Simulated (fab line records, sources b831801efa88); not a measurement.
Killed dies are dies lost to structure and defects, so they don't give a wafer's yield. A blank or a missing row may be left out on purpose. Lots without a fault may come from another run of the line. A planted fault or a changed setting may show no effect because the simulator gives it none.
Chamber matching | flow gf180mcu | GF_HV_LDD_ETCHBACK_58 on rie_diel-01: 4 sister chambers
The step etches Si3N4 in CH3F/O2, stops on SiO2, time 100 s, target depth 90 nm. 8 wafers are shown with their chamber, then 7 later ones without.

WAFERS WITH THEIR CHAMBER
wafer  | chamber | chamber_pressure_mTorr (mTorr) | oes_product_au (a.u.)
L231.2 | 0       | 24.972                         | 0.852
L247.2 | 0       | 25.019                         | 0.842
L247.5 | 2       | 24.993                         | 0.835
L250.3 | 3       | 25.010                         | 0.841
L250.4 | 1       | 24.989                         | 0.842
L250.5 | 2       | 25.009                         | 0.844
L252.3 | 3       | 25.018                         | 0.853
L252.5 | 1       | 25.022                         | 0.853

WAFERS WITHOUT THEIR CHAMBER
wafer  | chamber_pressure_mTorr (mTorr) | oes_product_au (a.u.)
L252.6 | 24.991                         | 0.852
L253.1 | 25.023                         | 0.840
L253.3 | 24.973                         | 0.823
L253.5 | 24.965                         | 0.832
L254.1 | 24.967                         | 0.845
L254.2 | 24.989                         | 0.846
L254.6 | 24.960                         | 0.839

WHICH CHAMBER EACH WENT THROUGH
wafer  | from the rows above               | in truth
L252.6 | can't be placed: 0 or 1 or 3 or 2 | 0
L253.1 | can't be placed: 3 or 2 or 1 or 0 | 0
L253.3 | can't be placed: 2 or 0 or 1 or 3 | 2
L253.5 | can't be placed: 2 or 0 or 1 or 3 | 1
L254.1 | can't be placed: 0 or 2 or 1 or 3 | 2
L254.2 | can't be placed: 0 or 1 or 2 or 3 | 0
L254.6 | can't be placed: 2 or 0 or 1 or 3 | 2
Placed correctly: 0 of 7. Can't be placed from these rows: 7 (the true chamber is among the candidates in 7). Placed wrongly: 0.
How it was worked out, from the rows above alone: a wafer's distance from a chamber is the root of the sum, over the readings, of the square of ((its reading less the chamber's mean) divided by the reading's scatter). The wafer belongs to the nearest chamber; if the next one is less than 2 further off, it can't be placed. A chamber's mean is the mean of its shown wafers. The scatter: the root of (the sum of the squares of (reading less its chamber's mean) over the shown wafers, divided by (wafers less chambers)).
